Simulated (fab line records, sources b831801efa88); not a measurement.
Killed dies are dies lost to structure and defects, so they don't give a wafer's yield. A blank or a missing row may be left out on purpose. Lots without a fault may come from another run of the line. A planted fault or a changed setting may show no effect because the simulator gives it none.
Which tool did it? | flow gf180mcu | 12 lots, 36 wafers sampled, at 6 steps of a route of 602

WHAT THE GAUGES READ, wafer by wafer
GF_NWELL_OVL_MEAS_07.
lot  | measured    | on         | NWELL_OVL (nm)
L457 | day 3 07:37 | overlay-01 | 1.9 0.8 1.0
L459 | day 3 18:04 | overlay-02 | 1.9 1.6 2.6
L461 | day 4 06:05 | overlay-02 | -0.4 0.4 -0.5
L462 | day 4 10:58 | overlay-02 | 1.2 2.1 2.8
L463 | day 4 15:08 | overlay-01 | 1.7 2.0 2.2
L464 | day 4 21:50 | overlay-02 | -1.6 -1.0 -1.2
L466 | day 5 08:04 | overlay-01 | 2.2 1.5 1.7
L475 | day 7 09:02 | overlay-01 | 0.3 2.4 2.2
L476 | day 7 14:23 | overlay-02 | -0.1 2.4 0.4
L477 | day 7 20:16 | overlay-01 | 2.3 1.2 1.3
L478 | day 8 02:25 | overlay-01 | 0.5 3.5 2.1
L479 | day 8 08:16 | overlay-02 | -0.6 1.9 -1.8

GF_MVPSD_TW_MEAS_11.
lot  | measured     | on            | MVPSD_TW
L457 | day 5 00:46  | film_metro-01 | 557.8 559.4 558.2
L459 | day 5 12:41  | film_metro-02 | 563.2 560.7 559.2
L461 | day 6 02:18  | film_metro-02 | 561.5 560.1 561.8
L462 | day 6 07:25  | film_metro-03 | 560.9 564.0 562.2
L463 | day 6 12:11  | film_metro-03 | 560.9 560.7 559.0
L464 | day 6 19:26  | film_metro-01 | 556.0 554.5 553.7
L466 | day 7 05:47  | film_metro-01 | 554.8 555.1 555.7
L475 | day 9 11:52  | film_metro-03 | 578.7 578.9 579.8
L476 | day 9 18:27  | film_metro-03 | 576.4 577.4 578.6
L477 | day 9 23:28  | film_metro-01 | 557.1 556.1 557.4
L478 | day 10 07:25 | film_metro-01 | 560.5 556.0 560.3
L479 | day 10 13:14 | film_metro-02 | 560.1 564.1 562.8

GF_VT_IMPLANT_RS_MEAS_49: measures by four-point-probe.
lot  | measured     | on            | MVPSD_RS (ohm/sq)
L457 | day 7 13:43  | film_metro-01 | 1165 1165 1163
L459 | day 8 03:11  | film_metro-02 | 1166 1167 1168
L461 | day 8 18:30  | film_metro-01 | 1161 1160 1162
L462 | day 9 00:13  | film_metro-03 | 1169 1170 1166
L463 | day 9 06:15  | film_metro-01 | 1160 1164 1165
L464 | day 9 13:56  | film_metro-02 | 1169 1169 1167
L466 | day 10 01:47 | film_metro-02 | 1167 1165 1169
L475 | day 12 13:30 | film_metro-02 | 1057 1059 1058
L476 | day 12 20:15 | film_metro-01 | 1061 1062 1061
L477 | day 13 04:40 | film_metro-01 | 1166 1166 1164
L478 | day 13 12:26 | film_metro-03 | 1165 1168 1167
L479 | day 13 17:59 | film_metro-01 | 1163 1166 1162

WHICH TOOL RAN EACH LOT (tool, then ch and the chambers of the sampled wafers, then the start)
lot  | GF_STI_CMP_25                | GF_LVPWELL_STRIP_10                 | GF_MVPSD_IMPLANT_09
L457 | cmp-02 ch 0,1, day 2 03:52   | plasma_asher-03 ch 0,1, day 3 21:19 | implanter-02 ch 0, day 5 00:31
L459 | cmp-02 ch 0,1, day 2 14:29   | plasma_asher-03 ch 0, day 4 07:25   | implanter-02 ch 0, day 5 12:26
L461 | cmp-02 ch 1,2,3, day 3 00:46 | plasma_asher-03 ch 0,1, day 4 20:31 | implanter-02 ch 0, day 6 02:04
L462 | cmp-01 ch 0,1,2, day 3 06:18 | plasma_asher-03 ch 0, day 5 01:37   | implanter-04 ch 0, day 6 07:10
L463 | cmp-01 ch 2,3, day 3 10:10   | plasma_asher-02 ch 0,1, day 5 06:02 | implanter-04 ch 0, day 6 11:58
L464 | cmp-02 ch 0,3, day 3 16:58   | plasma_asher-01 ch 0, day 5 12:56   | implanter-02 ch 0, day 6 19:13
L466 | cmp-02 ch 2,3, day 4 01:38   | plasma_asher-03 ch 0,1, day 5 22:33 | implanter-02 ch 0, day 7 05:32
L475 | cmp-02 ch 0,2,3, day 6 00:50 | plasma_asher-01 ch 0,1, day 8 01:14 | implanter-02 ch 0, day 9 11:38
L476 | cmp-01 ch 0,3, day 6 04:52   | plasma_asher-02 ch 0,1, day 8 07:40 | implanter-02 ch 0, day 9 18:14
L477 | cmp-01 ch 0,2,3, day 6 10:38 | plasma_asher-02 ch 0,1, day 8 13:20 | implanter-01 ch 0, day 9 23:13
L478 | cmp-01 ch 0,2,3, day 6 15:33 | plasma_asher-02 ch 0,1, day 8 19:23 | implanter-04 ch 0, day 10 07:10
L479 | cmp-01 ch 0,1, day 6 21:07   | plasma_asher-02 ch 0,1, day 9 01:34 | implanter-04 ch 0, day 10 12:59
- GF_STI_CMP_25: polishes, stops on Si3N4, t overpolish 33 s, target thk 524.6 nm.
- GF_LVPWELL_STRIP_10: strips in O2/N2.
- GF_MVPSD_IMPLANT_09

WHAT THE TOOLS THEMSELVES READ (means of the sampled wafers that have a number; where no wafer has one, the mark that the record gives instead)
GF_STI_CMP_25.
lot  | tool   | edge_zone_pressure_frac | motor_current_A (A) | overpolish_run_s (s) | platen_rpm (rpm) | time_to_endpoint_s (s)
L457 | cmp-02 | 1.000                   | 11.3                | 33.003               | 60.03            | 117
L459 | cmp-02 | 1.000                   | 11.5                | 33.006               | 59.99            | 121
L461 | cmp-02 | 0.998                   | 11.4                | 32.997               | 59.97            | 117
L462 | cmp-01 | 1.002                   | 12.2                | 32.994               | 60.04            | 133
L463 | cmp-01 | 0.999                   | 10.9                | 33.003               | 59.97            | 132
L464 | cmp-02 | 0.995                   | 11.8                | 32.991               | 60.01            | 113
L466 | cmp-02 | 1.001                   | 11.5                | 32.991               | 60.00            | 120
L475 | cmp-02 | 1.003                   | 11.2                | 32.999               | 60.03            | 117
L476 | cmp-01 | 1.001                   | 11.9                | 32.989               | 59.95            | 124
L477 | cmp-01 | 0.997                   | 11.5                | 32.996               | 60.03            | 122
L478 | cmp-01 | 1.002                   | 11.4                | 33.001               | 60.00            | 126
L479 | cmp-01 | 1.001                   | 12.5                | 32.997               | 60.04            | 126

GF_LVPWELL_STRIP_10.
lot  | tool            | drypump_motor_current_A (A) | heater_power_w (W) | oes_product_au (a.u.) | strip_time_to_endpoint_s (s)
L457 | plasma_asher-03 | 5.6                         | 309                | 0.726                 | 36.83
L459 | plasma_asher-03 | 5.9                         | 299                | 0.720                 | 36.85
L461 | plasma_asher-03 | 5.6                         | 316                | 0.725                 | 36.62
L462 | plasma_asher-03 | 5.9                         | 296                | 0.724                 | 37.02
L463 | plasma_asher-02 | 5.8                         | 291                | 0.723                 | 36.83
L464 | plasma_asher-01 | 6.1                         | 310                | 0.724                 | 36.87
L466 | plasma_asher-03 | 5.6                         | 308                | 0.725                 | 36.85
L475 | plasma_asher-01 | 6.2                         | 296                | 0.719                 | 36.93
L476 | plasma_asher-02 | 5.6                         | 284                | 0.722                 | 36.93
L477 | plasma_asher-02 | 5.8                         | 286                | 0.723                 | 36.79
L478 | plasma_asher-02 | 5.6                         | 284                | 0.728                 | 36.84
L479 | plasma_asher-02 | 5.6                         | 287                | 0.726                 | 36.98

GF_MVPSD_IMPLANT_09.
lot  | tool         | dose_ions_cm2 | faraday_current_uA
L457 | implanter-02 | 4.998e+12     | 28.1
L459 | implanter-02 | 5.000e+12     | 28.2
L461 | implanter-02 | 5.003e+12     | 28.0
L462 | implanter-04 | 5.005e+12     | 28.2
L463 | implanter-04 | 4.990e+12     | 27.9
L464 | implanter-02 | 5.000e+12     | 28.1
L466 | implanter-02 | 4.994e+12     | 28.1
L475 | implanter-02 | 8.027e+12     | 46.2
L476 | implanter-02 | 8.020e+12     | 45.9
L477 | implanter-01 | 5.003e+12     | 28.2
L478 | implanter-04 | 5.000e+12     | 28.6
L479 | implanter-04 | 4.998e+12     | 28.4

THE ANSWER, worked out from the rows above alone
Rule: what is usual is taken from the lots themselves. Put in order of their means at a reading, lots are off if they are a third of the lots or fewer, leave a main group of 4 or more, and stand apart from it by a gap of 3 or more times the standard deviation of the main group's means; of several such gaps the widest counts. A main group whose means are all the same, to the digits that the tables above print for the reading, isn't used. A lot without any number at a reading at which 4 lots or more have one is off too. The other lots that the step has rows for count as sound. The gauges are gone through in route order, then the tools' own readings, and for those a lot's mean is taken as printed above. The first step at which some lot is off is used, and at that step the reading that is off furthest; a lot without a number counts as furthest.
Off: L475, L476, at GF_MVPSD_TW_MEAS_11 (MVPSD_TW). The main group: mean 559.1, standard deviation 2.6.
A tool fits if, at a process step before that reading, it ran every lot that is off, and no sound lot after the first of them. The gauges at GF_MVPSD_TW_MEAS_11 aren't tried: what is off there is off at GF_VT_IMPLANT_RS_MEAS_49 too, on other tools, and a gauge's error can't cause that. One fits: implanter-02 at GF_MVPSD_IMPLANT_09. Its last sound lot is L466 (day 7 05:32), its first lot that is off L475 (day 9 11:38): a fault that began between those two fits.
The tool's own readings at GF_MVPSD_IMPLANT_09 bear it out: on the lots that are off they differ by more than 5 times the standard deviation of the sound lots' means. dose_ions_cm2 reads 8.024e+12 there against 4.999e+12 on the sound lots; faraday_current_uA reads 46.0 there against 28.2 on the sound lots.

WHAT THE SIMULATOR HAD PUT IN
Process parameter drift: implanter-02, from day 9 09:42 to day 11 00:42, at GF_MVPSD_IMPLANT_09. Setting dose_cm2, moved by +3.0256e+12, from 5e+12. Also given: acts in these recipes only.
Lots struck among those shown: L475, L476. The rule above found the same.
